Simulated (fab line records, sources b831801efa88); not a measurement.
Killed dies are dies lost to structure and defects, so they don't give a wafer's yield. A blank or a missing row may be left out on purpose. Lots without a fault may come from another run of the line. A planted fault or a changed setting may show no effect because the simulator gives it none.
One fault seen from 2 desks | flow gf180mcu | each desk has only its own numbers; what lay behind them comes last

THE METROLOGY DESK
What the gauges read, lot by lot, whatever tool the lot ran on: means of the sampled wafers that have a number. A lot is out of limits, marked OUT, if its mean lies more than 4 standard deviations from the usual mean; the brackets give that distance.
Columns: A = cd_nm at GF_V4_CD_MEAS_14, usual 260.0 nm; B = V4_OVL at GF_V4_OVL_MEAS_15, usual 0 nm; C = V4_W_RS at GF_V4_RS_MEAS_24, usual 0.328 ohm/sq; D = V4_W_THK at GF_V4_THK_MEAS_25, usual 354 nm; E = MIM_CVD_05_THK at GF_MIM_THK_MEAS_06, usual 41.8 nm; F = MIM_ALCU_RS at GF_MIM_RS_MEAS_10, usual 0.1594 ohm/sq; G = MIM_ALCU_THK at GF_MIM_THK_MEAS_11, usual 201.6 nm
lot  | first seen here | A     | B  | C     | D   | E    | F      | G
L809 | day 24 14:56    | 260.2 | 6  | 0.328 | 348 | 41.9 | 0.1590 | 202.3
L819 | day 27 22:05    | 260.0 | -2 | 0.328 | 351 | 41.8 | 0.1609 | 198.8
L820 | day 28 03:21    | 260.3 | 2  | 0.322 | 361 | 41.4 | 0.1597 | 200.8
L822 | day 28 22:40    | 262.5 | 1  | 0.329 | 353 | 41.7 | 0.1598 | 200.8
L824 | day 29 11:36    | 260.3 | -1 | 0.331 | 355 | 42.1 | 0.1599 | 201.0
L829 | day 30 12:50    | 260.3 | 2  | 0.329 | 353 | 42.3 | 0.1602 | 201.3
This desk's finding: nothing out of limits on any of the 6 lots.

THE TOOL OWNER'S DESK: cmp-01
The tool's own readings at GF_V4_CMP_26 (polishes, stops on SiO2, t overpolish 15 s, target thk 0 nm): means of the sampled wafers that have a number, for each lot that ran on this tool. A lot is out of limits, marked OUT, if its mean lies more than 4 standard deviations from the usual mean; the brackets give that distance.
Columns: A = head_pressure_psi at GF_V4_CMP_26, usual 3.500 psi; B = motor_current_A at GF_V4_CMP_26, usual 11.1 A; C = overpolish_run_s at GF_V4_CMP_26, usual 15.000 s; D = platen_rpm at GF_V4_CMP_26, usual 60.00 rpm; E = slurry_flow_ml_min at GF_V4_CMP_26, usual 150.0; F = time_to_endpoint_s at GF_V4_CMP_26, usual 85 s
lot  | first seen here | A     | B    | C      | D     | E     | F
L809 | day 24 16:07    | 3.498 | 11.0 | 15.003 | 59.97 | 149.9 | 85
L819 | day 27 23:25    | 3.497 | 11.7 | 15.003 | 60.03 | 149.6 | 85
L820 | day 28 04:34    | 3.500 | 11.3 | 14.995 | 60.02 | 149.8 | 91
This desk's finding: nothing out of limits on any of the 3 lots.

PUT TOGETHER
The metrology desk saw nothing out of limits.
The tool owner's desk saw nothing out of limits.

WHAT THE SIMULATOR HAD PUT IN
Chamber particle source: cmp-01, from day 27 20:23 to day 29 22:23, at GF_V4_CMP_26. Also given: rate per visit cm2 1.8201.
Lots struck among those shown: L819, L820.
